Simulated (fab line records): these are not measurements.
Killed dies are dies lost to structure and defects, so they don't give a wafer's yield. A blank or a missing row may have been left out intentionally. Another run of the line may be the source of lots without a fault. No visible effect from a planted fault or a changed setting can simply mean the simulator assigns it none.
Chamber matching / flow gf180mcu / GF_V1_CMP_04 on cmp-01 has 4 sister chambers
The step polishes SiO2. 14 wafers are shown with their chamber, then 7 later ones without.

WAFERS, EACH WITH ITS CHAMBER
wafer=L952.2; chamber=3; motor current A (A)=11.8; time to endpoint s (s)=75
wafer=L952.3; chamber=1; motor current A (A)=10.9; time to endpoint s (s)=59
wafer=L952.6; chamber=0; motor current A (A)=12.6; time to endpoint s (s)=77
wafer=L953.1; chamber=3; motor current A (A)=10.8; time to endpoint s (s)=73
wafer=L953.2; chamber=2; motor current A (A)=12.4; time to endpoint s (s)=85
wafer=L953.4; chamber=1; motor current A (A)=11.1; time to endpoint s (s)=74
wafer=L954.2; chamber=2; motor current A (A)=12.0; time to endpoint s (s)=71
wafer=L954.5; chamber=0; motor current A (A)=12.5; time to endpoint s (s)=75
wafer=L954.6; chamber=1; motor current A (A)=11.5; time to endpoint s (s)=69
wafer=L960.1; chamber=3; motor current A (A)=10.9; time to endpoint s (s)=72
wafer=L960.3; chamber=2; motor current A (A)=12.5; time to endpoint s (s)=80
wafer=L960.5; chamber=0; motor current A (A)=13.8; time to endpoint s (s)=81
wafer=L962.1; chamber=1; motor current A (A)=10.5; time to endpoint s (s)=74
wafer=L962.3; chamber=2; motor current A (A)=12.5; time to endpoint s (s)=70

SIGNATURES (means of the wafers above)
reading=motor current A; chamber 0=12.967; chamber 1=11.000; chamber 2=12.350; chamber 3=11.167; scatter within a chamber=0.484
reading=time to endpoint s; chamber 0=77.67; chamber 1=69.00; chamber 2=76.50; chamber 3=73.33; scatter within a chamber=5.75
Rule: a wafer lies at a distance from a chamber equal to the root of the sum of squares, over the readings, of (its reading less the chamber's mean, divided by the reading's scatter). The wafer belongs to the nearest chamber; if the next one is less than 2 further off, it can't be placed. How the scatter is found: for the shown wafers, subtract from each reading the mean of its chamber, square and add these, divide the total by (wafers less chambers), then take the root.

WAFERS MISSING THEIR CHAMBER
wafer=L962.5; motor current A (A)=10.7; time to endpoint s (s)=69
wafer=L964.1; motor current A (A)=12.9; time to endpoint s (s)=74
wafer=L964.3; motor current A (A)=12.2; time to endpoint s (s)=77
wafer=L964.6; motor current A (A)=11.3; time to endpoint s (s)=71
wafer=L969.1; motor current A (A)=13.2; time to endpoint s (s)=78
wafer=L969.3; motor current A (A)=12.7; time to endpoint s (s)=83
wafer=L969.5; motor current A (A)=12.4; time to endpoint s (s)=83

WHICH CHAMBER EACH WENT THROUGH
wafer=L962.5; from the rows above=can't be placed: 1 or 3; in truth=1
wafer=L964.1; from the rows above=can't be placed: 0 or 2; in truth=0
wafer=L964.3; from the rows above=can't be placed: 2 or 0 or 3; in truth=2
wafer=L964.6; from the rows above=can't be placed: 3 or 1 or 2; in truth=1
wafer=L969.1; from the rows above=can't be placed: 0 or 2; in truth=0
wafer=L969.3; from the rows above=can't be placed: 0 or 2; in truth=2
wafer=L969.5; from the rows above=can't be placed: 2 or 0 or 3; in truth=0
Correctly placed: 0 of 7. Can't be placed from these rows: 7 (the true chamber is among the candidates in 7). Wrongly placed: 0.
